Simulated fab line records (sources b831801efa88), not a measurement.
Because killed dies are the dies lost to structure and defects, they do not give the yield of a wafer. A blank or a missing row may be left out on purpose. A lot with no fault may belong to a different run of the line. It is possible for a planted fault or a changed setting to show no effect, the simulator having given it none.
Which tool did it? -- flow sky130 -- Sampling: 13 lots, 39 wafers, 3 of 708 route steps

== WHAT THE GAUGES SHOWED, per wafer ==
SKY_LI_CONTACT_RS_MEAS_22: a four-point-probe measurement.
lot,measured,on,LI_CONTACT_W_RS (ohm/sq)
L735,day 29 04:23,film metro-03,0.284 0.284 0.285
L737,day 29 13:29,film metro-01,0.279 0.284 0.283
L738,day 29 23:09,film metro-04,0.285 0.280 0.287
L740,day 31 00:25,film metro-03,0.282 0.283 0.281
L743,day 31 23:41,film metro-01,0.286 0.290 0.280
L744,day 32 06:49,film metro-01,0.283 0.278 0.284
L745,day 32 14:00,film metro-01,0.285 0.285 0.285
L751,day 34 12:28,film metro-03,0.284 0.287 0.285
L752,day 34 21:00,film metro-03,0.279 0.280 0.281
L754,day 35 11:25,film metro-04,0.285 0.284 0.284
L755,day 35 18:44,film metro-03,0.281 0.280 0.282
L756,day 35 20:40,film metro-03,0.292 0.289 0.292
L757,day 36 08:41,film metro-04,0.287 0.291 0.287

SKY_LOCAL_INTERCONNECT_CD_MEAS_11: the cd target is 170 nm.
lot,measured,on,cd nm (nm)
L735,day 30 09:23,cd sem-02,169.9 169.4 169.1
L737,day 30 19:31,cd sem-01,169.0 167.1 168.2
L738,day 31 03:32,cd sem-01,168.8 169.3 169.4
L740,day 32 04:35,cd sem-01,169.6 169.5 170.8
L743,day 33 03:35,cd sem-02,171.5 169.7 170.8
L744,day 33 10:40,cd sem-01,171.1 171.7 171.9
L745,day 33 17:46,cd sem-01,170.3 170.2 168.1
L751,day 35 15:16,cd sem-02,168.2 168.3 165.6
L752,day 35 23:16,cd sem-02,169.6 170.4 171.0
L754,day 36 14:15,cd sem-01,169.8 171.2 170.4
L755,day 36 21:08,cd sem-02,168.8 170.2 170.1
L756,day 36 23:50,cd sem-02,167.7 169.1 168.8
L757,day 37 10:48,cd sem-02,170.1 168.4 169.5

== TOOL THAT RAN EACH LOT (tool first, then ch and the chambers of the sampled wafers, then the start) ==
lot,SKY_LI_CONTACT_ETCH_15
L735,"rie diel-02 ch 0,1,2, day 29 03:41"
L737,"rie diel-01 ch 0,2,3, day 29 12:48"
L738,"rie diel-02 ch 1,2,3, day 29 22:27"
L740,"rie diel-02 ch 0,1,2, day 30 23:44"
L743,"rie diel-02 ch 1,3, day 31 22:49"
L744,"rie diel-01 ch 0,3, day 32 05:58"
L745,"rie diel-01 ch 0,2,3, day 32 13:17"
L751,"rie diel-01 ch 1,2, day 34 11:39"
L752,"rie diel-04 ch 0,1,3, day 34 20:11"
L754,"rie diel-02 ch 0,3, day 35 10:47"
L755,"rie diel-01 ch 0,1,2, day 35 18:04"
L756,"rie diel-04 ch 0,1, day 35 20:00"
L757,"rie diel-02 ch 1,3, day 36 08:01"
- SKY_LI_CONTACT_ETCH_15: etches PSG in C4F8/O2/Ar, stops on Si, target depth 600 nm.

== WHAT THE TOOLS THEMSELVES READ (means of the sampled wafers that have a number; where no wafer has one, the mark that the record gives instead) ==
SKY_LI_CONTACT_ETCH_15.
lot,tool,oes product au (a.u.)
L735,rie diel-02,0.834
L737,rie diel-01,0.836
L738,rie diel-02,0.830
L740,rie diel-02,0.837
L743,rie diel-02,0.834
L744,rie diel-01,0.839
L745,rie diel-01,0.835
L751,rie diel-01,0.839
L752,rie diel-04,0.834
L754,rie diel-02,0.834
L755,rie diel-01,0.835
L756,rie diel-04,0.840
L757,rie diel-02,0.834

== THE ANSWER, worked out from the rows above alone ==
Rule: the usual values come from the lots themselves. Put in order of their means at a reading, lots are off if they are a third of the lots or fewer, leave a main group of 4 or more, and stand apart from it by a gap of 3 or more times the standard deviation of the main group's means; of several such gaps the widest counts. If all means in a main group match to the digits the tables above print for the reading, that group is not used. Also off: a lot with no number at a reading for which 4 or more lots have one. All remaining lots with rows at the step are treated as sound. Order of review: gauges by route order, followed by the tools' own readings, for which a lot's mean as printed above is used. The first step at which some lot is off is used, and at that step the reading that is off furthest; a lot without a number counts as furthest.
Nothing can be told from this: no lot is off at any reading shown.

== WHAT WAS PUT IN BY THE SIMULATOR ==
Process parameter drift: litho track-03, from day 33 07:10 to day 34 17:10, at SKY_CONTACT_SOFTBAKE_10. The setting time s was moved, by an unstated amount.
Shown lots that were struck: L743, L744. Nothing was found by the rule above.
